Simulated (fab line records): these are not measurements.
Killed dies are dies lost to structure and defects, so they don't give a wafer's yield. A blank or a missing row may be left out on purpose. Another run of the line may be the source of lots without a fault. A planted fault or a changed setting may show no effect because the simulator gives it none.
The tool behind it: which one? -- flow gf180mcu -- 13 lots, 39 wafers sampled, at 4 steps of a route of 602

WHAT THE GAUGES SHOWED, per wafer
GF_V5_THK_MEAS_01.
lot,measured,on,V5_CVD_00_THK (nm)
L119,day 26 14:31,filmMetro-04,300 304 298
L120,day 27 03:12,filmMetro-03,293 302 300
L122,day 28 05:03,filmMetro-04,306 299 300
L126,day 29 08:27,filmMetro-03,298 306 308
L125,day 29 09:50,filmMetro-03,297 298 299
L127,day 29 22:58,filmMetro-04,293 302 298
L128,day 30 03:11,filmMetro-03,298 303 306
L134,day 31 01:21,filmMetro-04,299 299 303
L132,day 31 03:55,filmMetro-04,303 301 301
L135,day 31 09:23,filmMetro-04,301 296 297
L138,day 32 01:06,filmMetro-03,291 298 301
L139,day 32 05:22,filmMetro-03,296 296 298
L140,day 32 12:13,filmMetro-04,304 300 302

GF_V5_RS_MEAS_24: measurement is done with a four-point probe.
lot,measured,on,V5_W_RS (ohm/sq)
L119,day 27 10:41,filmMetro-02,0.319 0.320 0.325
L120,day 28 00:27,filmMetro-04,0.328 0.324 0.325
L122,day 29 01:39,filmMetro-04,0.330 0.323 0.328
L126,day 30 04:28,filmMetro-03,0.315 0.325 0.325
L125,day 30 05:58,filmMetro-04,0.332 0.331 0.326
L127,day 30 19:11,filmMetro-03,0.323 0.331 0.321
L128,day 30 22:44,filmMetro-04,0.329 0.325 0.319
L134,day 31 21:11,filmMetro-04,0.308 0.308 0.309
L132,day 31 23:22,filmMetro-03,0.313 0.308 0.309
L135,day 32 04:29,filmMetro-03,0.323 0.324 0.323
L138,day 32 19:55,filmMetro-04,0.321 0.320 0.326
L139,day 32 23:33,filmMetro-02,0.319 0.321 0.321
L140,day 33 05:32,filmMetro-04,0.321 0.320 0.323

GF_V5_THK_MEAS_25: measures by xrf.
lot,measured,on,V5_W_THK (nm)
L119,day 27 10:48,filmMetro-02,350 351 344
L120,day 28 00:32,filmMetro-04,343 345 344
L122,day 29 01:46,filmMetro-04,345 348 342
L126,day 30 04:35,filmMetro-03,351 341 342
L125,day 30 06:04,filmMetro-04,338 339 343
L127,day 30 19:19,filmMetro-03,344 335 346
L128,day 30 22:51,filmMetro-04,340 342 349
L134,day 31 21:16,filmMetro-04,364 361 364
L132,day 31 23:29,filmMetro-03,362 365 363 361 367 364
L135,day 32 04:35,filmMetro-03,346 348 346
L138,day 32 20:01,filmMetro-04,347 350 344
L139,day 32 23:40,filmMetro-02,353 352 349
L140,day 33 05:38,filmMetro-04,347 350 346

WHICH TOOL RAN EACH LOT (tool, then ch and the chambers of the sampled wafers, then the start)
lot,GF_V5_CVD_23
L119,"cvdW-01 ch 0,1, day 27 10:34"
L120,"cvdW-02 ch 0,1, day 28 00:19"
L122,"cvdW-02 ch 0,1, day 29 01:32"
L126,"cvdW-02 ch 0,1, day 30 04:20"
L125,"cvdW-01 ch 0,1, day 30 05:50"
L127,"cvdW-02 ch 0,1, day 30 19:05"
L128,"cvdW-01 ch 0,1, day 30 22:37"
L134,"cvdW-01 ch 1, day 31 21:01"
L132,"cvdW-01 ch 1, day 31 23:08"
L135,"cvdW-02 ch 1, day 32 04:19"
L138,"cvdW-02 ch 0,1, day 32 19:47"
L139,"cvdW-02 ch 0,1, day 32 23:26"
L140,"cvdW-02 ch 0,1, day 33 05:24"
- GF_V5_CVD_23: deposits W, target thk 350 nm, time 104.9 s.

WHAT THE TOOLS THEMSELVES READ (means of the sampled wafers that have a number; where no wafer has one, the mark that the record gives instead)
GF_V5_CVD_23.
lot,tool,heaterPowerW (W)
L119,cvdW-01,912
L120,cvdW-02,842
L122,cvdW-02,839
L126,cvdW-02,837
L125,cvdW-01,839
L127,cvdW-02,830
L128,cvdW-01,819
L134,cvdW-01,990
L132,cvdW-01,976
L135,cvdW-02,836
L138,cvdW-02,834
L139,cvdW-02,830
L140,cvdW-02,823

THE ANSWER, worked out from the rows above alone
Rule: usual is defined by the lots themselves. Put in order of their means at a reading, lots are off if they are a third of the lots or fewer, leave a main group of 4 or more, and stand apart from it by a gap of 3 or more times the standard deviation of the main group's means; of several such gaps the widest counts. A main group is skipped when, at the precision printed for the reading in the tables above, its means are all equal. Also off: a lot with no number at a reading for which 4 or more lots have one. The other lots that the step has rows for count as sound. Order of review: gauges by route order, followed by the tools' own readings, for which a lot's mean as printed above is used. The first step at which some lot is off is used, and at that step the reading that is off furthest; a lot without a number counts as furthest.
Off: at GF_V5_RS_MEAS_24 (V5_W_RS), L134, L132. The main group has a mean of 0.324 ohm/sq with a standard deviation of 0.0027.
A tool fits if, at a process step before that reading, it ran every lot that is off, and no sound lot after the first of them. Not tried: the gauges at GF_V5_RS_MEAS_24; whatever is off there is also off at GF_V5_CVD_23, on other tools, and gauge error can't account for it. One candidate fits, namely cvdW-01 at GF_V5_CVD_23. A fault onset in the window from L128 (day 30 22:37, its last sound lot) to L134 (day 31 21:01, its first lot off) fits.
On the lots that are off, the tool's own readings at GF_V5_CVD_23 differ by more than 5 times the standard deviation of the sound lots' means, which bears it out; heaterPowerW reads 983 W there versus 840 W on the sound lots.

WHAT THE SIMULATOR PUT IN
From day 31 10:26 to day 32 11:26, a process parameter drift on cvdW-01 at GF_V5_CVD_23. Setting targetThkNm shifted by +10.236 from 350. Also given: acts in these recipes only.
Shown lots that were struck: L134, L132. The rule given above showed the same thing.
